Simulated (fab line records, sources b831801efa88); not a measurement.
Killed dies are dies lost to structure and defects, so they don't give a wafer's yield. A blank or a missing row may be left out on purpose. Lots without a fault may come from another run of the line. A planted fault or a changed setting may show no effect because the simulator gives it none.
Chamber matching | flow gf180mcu | GF_STI_CMP_25 on cmp-01: 3 sister chambers
The step polishes, stops on Si3N4, t overpolish 33 s, target thk 524.6 nm. 6 wafers are shown with their chamber, then 4 later ones without.

WAFERS WITH THEIR CHAMBER
wafer  | chamber | motor_current_A (A) | time_to_endpoint_s (s)
L845.6 | 0       | 12.2                | 119
L847.1 | 2       | 11.3                | 115
L852.4 | 2       | 12.3                | 116
L852.5 | 1       | 11.7                | 116
L853.2 | 1       | 10.8                | 118
L853.6 | 0       | 12.2                | 117

WAFERS WITHOUT THEIR CHAMBER
wafer  | motor_current_A (A) | time_to_endpoint_s (s)
L855.6 | 11.3                | 121
L856.4 | 11.6                | 120
L859.1 | 11.9                | 117
L859.2 | 10.7                | 123

WHICH CHAMBER EACH WENT THROUGH
wafer  | from the rows above          | in truth
L855.6 | can't be placed: 0 or 1 or 2 | 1
L856.4 | can't be placed: 0 or 1 or 2 | 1
L859.1 | can't be placed: 0 or 1 or 2 | 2
L859.2 | can't be placed: 0 or 1 or 2 | 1
Placed correctly: 0 of 4. Can't be placed from these rows: 4 (the true chamber is among the candidates in 4). Placed wrongly: 0.
How it was worked out, from the rows above alone: a wafer's distance from a chamber is the root of the sum, over the readings, of the square of ((its reading less the chamber's mean) divided by the reading's scatter). The wafer belongs to the nearest chamber; if the next one is less than 2 further off, it can't be placed. A chamber's mean is the mean of its shown wafers. The scatter: the root of (the sum of the squares of (reading less its chamber's mean) over the shown wafers, divided by (wafers less chambers)).
